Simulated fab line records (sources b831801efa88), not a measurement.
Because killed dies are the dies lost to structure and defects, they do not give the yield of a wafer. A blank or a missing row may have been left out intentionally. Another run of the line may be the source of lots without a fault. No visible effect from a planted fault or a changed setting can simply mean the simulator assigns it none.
fab line records    flow sfq-line
record lots=6  wafers=18  last-day=97
route steps=325 shown INCOMING@1 L0@3
lots untouched by any fault: they come from a run of this same line in which no faults occurred
start-h: the number of hours between the record's first day and the start of the first shown wafer of the lot    wait-h: time in hours since the lot's previous step    " same as the row above    L1.1+2: a row that stands for several wafers    - no value, or no start given    * or withheld: withheld    < > ~ a bound
route shown NAME@n: names a module that has steps shown in the file, with the first one's number in the route    usual: average and standard deviation across the fault-free wafers    same: alike in all rows    chamber/n: place in a boat    sites: the reading at each site    _std_site: how widely they spread, as a standard deviation    _edge_site: mean of outer sites minus mean of inner sites    radius-mm: for every site, how far away it sits from the centre of the wafer    mask NAME#n: copy n    behind: the last tool/chamber to shape the wafer    hold: what put the lot on hold/how long, in hours/how the hold closed    device: the n, p or np transistor that did not switch    end of line: at the end of the route, the tests of the same wafers    step lacking rows: just its recipe    killed: dies lost to structure and defects at the first sort, not the wafer's yield    map: a wafer's dies, marking killed ones x, the rest . and places with no die _
set.NAME: the setting as run; set.NAME@STEP: as run at that earlier step    model.NAME: the simulator's own value behind a step, which no gauge read
lots at some steps of the route; a table a step, a row a wafer
services: a tool's chamber out of use, with start hour (start-h, from the record's first day; less than 0 if before it), hours out, and reason
## steps
# step SFQ_INCOMING_BOW_MEAS_900
# recipe mode=bow
# usual INCOMING_BOW=0/7
lot.wafer  tool           chamber  start-h  wait-h  INCOMING_BOW[um]
L595.1     film-metro-03  -        45.00    -       11
L595.2     "              -        "        "       -7
L595.5     "              -        "        "       4
L598.1     film-metro-03  -        60.00    -       2
L598.2     "              -        "        "       -4
L598.4     "              -        "        "       9
L602.2     film-metro-01  -        80.02    -       11
L602.4     "              -        "        "       -1
L602.5     "              -        "        "       7
L608.1     film-metro-02  -        110.00   -       13
L608.2     "              -        "        "       1
L608.6     "              -        "        "       -5
L610.2     film-metro-01  -        120.02   -       2
L610.3     "              -        "        "       6
L610.4     "              -        "        "       5
L611.2     film-metro-02  -        125.02   -       -1
L611.3     "              -        "        "       5
L611.5     "              -        "        "       10
# step SFQ_TRILAYER_INCOMING_OXIDATION_002
# recipe temp-c=1000  ambient=H2O  target-thk-a=5000  p-h2o-torr=720  ox-time-s=4939
# step SFQ_TRILAYER_L0_DEP_SPUTTER_003
# recipe material=MoNx_KI  base-pressure-pa=1.33e-06  target-thk-nm=40  power-w=800  time-s=100  chamber-pressure-pa=0.4
# usual base-pressure-pa=1.33e-06/7.2e-08  throttle-valve-pct=29.9/1
lot.wafer  tool            chamber  start-h  wait-h  base-pressure-pa  throttle-valve-pct
L595.1     pvd-sputter-05  -        47.49    0.0     1.32e-06          30.6
L595.2     "               -        "        "       1.28e-06          30.3
L595.5     "               -        "        "       1.32e-06          29.5
L598.1     pvd-sputter-03  -        62.49    0.0     1.34e-06          30.1
L598.2     "               -        "        "       1.31e-06          29.9
L598.4     "               -        "        "       1.26e-06          31.3
L602.2     pvd-sputter-05  -        82.49    0.0     1.33e-06          30.6
L602.4     "               -        "        "       1.35e-06          31.1
L602.5     "               -        "        "       1.45e-06          31.3
L608.1     pvd-sputter-03  -        112.49   0.0     1.21e-06          30.0
L608.2     "               -        "        "       1.28e-06          28.3
L608.6     "               -        "        "       1.22e-06          30.0
L610.2     pvd-sputter-03  -        122.49   0.0     1.21e-06          28.4
L610.3     "               -        "        "       1.31e-06          31.1
L610.4     "               -        "        "       1.33e-06          29.8
L611.2     pvd-sputter-06  -        127.49   0.0     1.48e-06          28.4
L611.3     "               -        "        "       1.16e-06          31.5
L611.5     "               -        "        "       1.33e-06          28.3
# step SFQ_L0_RS_MEAS_901
# recipe thk-meas-gauge=four-point-probe  reads=MoNx_KI_of_TRILAYER_L0_DEP_SPUTTER_003
# usual L0_MONX_KI_RS=43.5/0.41
lot.wafer  tool           chamber  start-h  wait-h  L0_MONX_KI_RS[ohm/sq]
L595.1     film-metro-01  -        47.56    0.0     43.0
L595.2     "              -        "        "       42.9
L595.5     "              -        "        "       43.2
L598.1     film-metro-03  -        62.56    0.0     43.6
L598.2     "              -        "        "       43.9
L598.4     "              -        "        "       43.8
L602.2     film-metro-04  -        82.58    0.1     43.5
L602.4     "              -        "        "       43.7
L602.5     "              -        "        "       43.3
L608.1     film-metro-04  -        112.56   0.0     43.2
L608.2     "              -        "        "       42.9
L608.6     "              -        "        "       43.2
L610.2     film-metro-03  -        122.58   0.1     43.9
L610.3     "              -        "        "       44.0
L610.4     "              -        "        "       44.0
L611.2     film-metro-03  -        127.58   0.1     43.2
L611.3     "              -        "        "       43.6
L611.5     "              -        "        "       43.0
# step SFQ_L0_THK_MEAS_902
# recipe thk-meas-gauge=xrf  reads=MoNx_KI_of_TRILAYER_L0_DEP_SPUTTER_003
# usual L0_MONX_KI_THK=39.7/0.45
lot.wafer  tool           chamber  start-h  wait-h  L0_MONX_KI_THK[nm]
L595.1     film-metro-01  -        47.68    0.1     40.4
L595.2     "              -        "        "       40.6
L595.5     "              -        "        "       40.4
L598.1     film-metro-03  -        62.68    0.1     39.5
L598.2     "              -        "        "       39.2
L598.4     "              -        "        "       39.4
L602.2     film-metro-04  -        82.69    0.1     39.8
L602.4     "              -        "        "       39.8
L602.5     "              -        "        "       39.9
L608.1     film-metro-04  -        112.68   0.1     40.0
L608.2     "              -        "        "       40.5
L608.6     "              -        "        "       40.3
L610.2     film-metro-03  -        122.69   0.1     39.3
L610.3     "              -        "        "       38.8
L610.4     "              -        "        "       39.3
L611.2     film-metro-03  -        127.69   0.1     39.9
L611.3     "              -        "        "       39.4
L611.5     "              -        "        "       40.1
# step SFQ_TRILAYER_L0_LITHO_COAT_010
# recipe resist=BARC  spin-rpm=3000  resist-thk-nm=62
# step SFQ_TRILAYER_L0_LITHO_COAT_005
# recipe resist=KrF  spin-rpm=3041  resist-thk-nm=600
# step SFQ_TRILAYER_L0_LITHO_SOFTBAKE_009
# recipe temp-c=withheld  time-s=withheld  resist=KrF
# step SFQ_TRILAYER_L0_LITHO_EXPOSE_006
# recipe mask-id=L0  na=0.6  source-shape=conventional  sigma-outer=0.65  target-cd-nm=2000  dose-mj=14.4
# step SFQ_TRILAYER_L0_LITHO_PEB_008
# recipe peb-temp-c=115  peb-time-s=60  resist=KrF
# usual chill-plate-temp-C=22.98/0.12  heater-power-total-W=79.15/0.067  plate-temp-C=115.02/0.14  resist-line-temp-C=23.00/0.09
lot.wafer  tool            chamber  start-h  wait-h  chill-plate-temp-C  heater-power-total-W  plate-temp-C  resist-line-temp-C
L595.1     litho-track-02  0        149.42   1.0     23.20               78.20                 114.04        23.15
L595.2     "               0        "        "       23.02               78.37                 113.95        23.06
L595.5     "               0        "        "       23.28               78.30                 113.94        22.98
L598.1     litho-track-02  0        163.94   1.0     22.81               78.33                 113.82        22.84
L598.2     "               0        "        "       22.93               78.42                 114.12        22.91
L598.4     "               0        "        "       22.90               78.32                 114.14        23.00
L602.2     litho-track-04  0        186.77   0.8     22.93               79.24                 115.08        23.13
L602.4     "               0        "        "       22.87               79.24                 115.20        23.15
L602.5     "               0        "        "       23.03               79.08                 115.32        23.02
L608.1     litho-track-01  0        225.27   1.0     23.03               79.11                 115.02        22.99
L608.2     "               0        "        "       23.11               79.16                 115.11        23.16
L608.6     "               0        "        "       23.00               79.13                 114.84        23.09
L610.2     litho-track-02  0        233.69   0.8     22.92               79.16                 115.19        22.98
L610.3     "               0        "        "       23.00               79.27                 115.22        23.01
L610.4     "               0        "        "       23.06               79.15                 115.21        22.85
L611.2     litho-track-02  0        237.29   0.8     23.06               79.14                 115.04        23.11
L611.3     "               0        "        "       23.09               79.13                 115.17        23.13
L611.5     "               0        "        "       23.15               79.10                 115.31        22.94
# step SFQ_TRILAYER_L0_LITHO_DEVELOP_007
# recipe time-s=60  resist=KrF
# step SFQ_TRILAYER_L0_BARC_OPEN_METAL_ETCH_010
# recipe mask-material=PR  chemistry=O2  target-depth-nm=125  target=BARC  icp-w=600  bias-w=80  pressure-mtorr=10  time-s=41.7
# usual drypump-motor-current-A=5.6/0.42  oes-product-au=0.685/0.0049
lot.wafer  tool          chamber  start-h  wait-h  drypump-motor-current-A  oes-product-au  rf-hours-counter-h  model.L0.cd-nm
L595.1     rie-metal-04  0        149.72   0.1     5.6                      0.678           40                  2015
L595.2     "             1        "        "       6.2                      0.680           122                 2017
L595.5     "             0        "        "       5.6                      0.687           -                   2016
L598.1     rie-metal-01  1        164.24   0.1     5.4                      0.682           175                 2016
L598.2     "             0        "        "       5.9                      0.686           9                   2015
L598.4     "             0        "        "       5.9                      0.689           -                   2016
L602.2     rie-metal-03  1        187.04   0.1     4.8                      0.692           0                   2000
L602.4     "             1        "        "       4.8                      0.682           -                   1999
L602.5     "             1        "        "       4.8                      0.692           -                   2001
L608.1     rie-metal-03  1        225.57   0.1     4.9                      0.677           6                   1998
L608.2     "             0        "        "       5.5                      0.681           88                  1998
L608.6     "             0        "        "       5.5                      0.679           -                   1998
L610.2     rie-metal-04  1        233.97   0.1     6.2                      0.683           134                 1998
L610.3     "             0        "        "       5.6                      0.688           -                   1998
L610.4     "             1        "        "       6.2                      0.691           -                   2000
L611.2     rie-metal-03  0        237.57   0.1     5.6                      0.688           90                  1997
L611.3     "             0        "        "       5.5                      0.682           -                   1999
L611.5     "             0        "        "       5.5                      0.678           -                   1999
# step SFQ_TRILAYER_L0_ETCH_METAL_ETCH_008
# recipe target=MoNx_KI  stop-on=SiO2  mask-material=PR  chemistry=SF6/O2  target-depth-nm=50  icp-w=600  bias-w=80  pressure-mtorr=10  time-s=25
# usual drypump-motor-current-A=5.6/0.41  oes-product-au=0.874/0.0067
lot.wafer  tool          chamber  start-h  wait-h  drypump-motor-current-A  oes-product-au  rf-hours-counter-h  model.L0.cd-nm
L595.1     rie-metal-04  0        149.78   0.0     5.6                      0.878           40                  2015
L595.2     "             1        "        "       6.2                      0.885           122                 2017
L595.5     "             0        "        "       5.6                      0.881           -                   2016
L598.1     rie-metal-01  1        164.30   0.0     5.4                      0.871           175                 2016
L598.2     "             0        "        "       5.9                      0.863           9                   2014
L598.4     "             0        "        "       5.9                      0.873           -                   2016
L602.2     rie-metal-03  1        187.10   0.0     4.8                      0.886           0                   2000
L602.4     "             1        "        "       4.9                      0.875           -                   2000
L602.5     "             1        "        "       4.9                      0.875           -                   2001
L608.1     rie-metal-03  1        225.63   0.0     4.9                      0.880           6                   1998
L608.2     "             0        "        "       5.6                      0.886           88                  1998
L608.6     "             0        "        "       5.5                      0.873           -                   1997
L610.2     rie-metal-04  1        234.03   0.0     6.2                      0.870           134                 1998
L610.3     "             0        "        "       5.6                      0.877           -                   1998
L610.4     "             1        "        "       6.2                      0.860           -                   2000
L611.2     rie-metal-03  0        237.63   0.0     5.6                      0.873           90                  1997
L611.3     "             0        "        "       5.5                      0.875           -                   1999
L611.5     "             0        "        "       5.5                      0.876           -                   1999
# step SFQ_TRILAYER_L0_STRIP_STRIP_009
# recipe gas=O2  power-w=200  platen-temp-c=40  overash-fraction=0.65  chemistry=O2  pressure-mtorr=50
# usual drypump-motor-current-A=5.6/0.41  oes-product-au=0.998/0.0077  platen-temp-c=39.99/0.11
lot.wafer  tool          chamber  start-h  wait-h  drypump-motor-current-A  oes-product-au  platen-temp-c  rf-hours-counter-h
L595.1     rie-metal-04  0        149.82   0.0     5.6                      1.002           40.07          40
L595.2     "             1        "        "       6.2                      0.997           39.96          122
L595.5     "             0        "        "       5.6                      1.002           39.82          -
L598.1     rie-metal-01  1        164.35   0.0     5.4                      0.995           39.89          175
L598.2     "             0        "        "       5.9                      0.992           40.12          9
L598.4     "             0        "        "       5.9                      1.000           40.08          -
L602.2     rie-metal-03  1        187.15   0.0     4.8                      0.988           39.99          0
L602.4     "             1        "        "       4.9                      0.989           40.14          -
L602.5     "             1        "        "       4.8                      0.987           40.01          -
L608.1     rie-metal-03  1        225.67   0.0     4.8                      0.990           39.99          6
L608.2     "             0        "        "       5.5                      0.997           39.98          88
L608.6     "             0        "        "       5.6                      0.986           40.08          -
L610.2     rie-metal-04  1        234.07   0.0     6.2                      0.987           39.92          134
L610.3     "             0        "        "       5.5                      0.989           39.79          -
L610.4     "             1        "        "       6.2                      0.985           40.06          -
L611.2     rie-metal-03  0        237.67   0.0     5.5                      1.009           39.91          90
L611.3     "             0        "        "       5.6                      0.980           39.99          -
L611.5     "             0        "        "       5.6                      0.991           40.16          -
## services
tool            chamber  start-h  hours  kind
rie-metal-04    -        34.47    14.6   pm
rie-metal-01    0        68.82    -      clean
rie-metal-01    0        68.82    22.8   scheduled-down
rie-metal-01    0        68.82    22.8   vent-cycle
rie-metal-03    0        73.16    1.1    repair
rie-metal-03    -        76.93    2.8    pm
rie-metal-03    -        84.38    1.6    repair
pvd-sputter-06  -        86.18    6.5    repair
pvd-sputter-03  3        100.30   -      consumable-replace:kit
pvd-sputter-03  3        100.30   18.0   scheduled-down
pvd-sputter-03  3        100.30   18.0   vent-cycle
rie-metal-01    0        124.44   2.6    repair
rie-metal-03    -        125.00   0.5    repair
pvd-sputter-03  -        152.26   1.2    repair
rie-metal-01    0        153.07   1.5    repair
rie-metal-03    1        167.53   -      clean
rie-metal-03    1        167.53   15.3   scheduled-down
rie-metal-03    1        167.53   15.3   vent-cycle
pvd-sputter-05  -        168.92   1.1    repair
rie-metal-03    -        179.57   0.9    repair
pvd-sputter-05  -        180.23   5.2    repair
pvd-sputter-05  -        188.87   2.5    repair
## key
first-sign step=SFQ_TRILAYER_L0_LITHO_PEB_008  reading=heater-power-total-W  direction=down  sigmas=12  usual=79.15  struck=78.32
effect step=SFQ_TRILAYER_L0_LITHO_PEB_008  reading=plate-temp-C  direction=down  sigmas=7.2  usual=*  struck=*
model-effect step=SFQ_TRILAYER_L0_BARC_OPEN_METAL_ETCH_010  value=L0.cd-nm  without=1999  struck=2016
model-effect step=SFQ_TRILAYER_L0_ETCH_METAL_ETCH_008  value=L0.cd-nm  without=1999  struck=2016
met-at SFQ_TRILAYER_L0_LITHO_PEB_008
struck-wafers L595.1,L595.2,L595.5,L598.1,L598.2,L598.4
fault kind=process-parameter-drift  tool=litho-track-02  chamber=-  onset-h=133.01  steps=SFQ_TRILAYER_L0_LITHO_PEB_008  channel=peb-temp-c  offset=*  shape=step  end-h=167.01  acts-in=*  stated=*
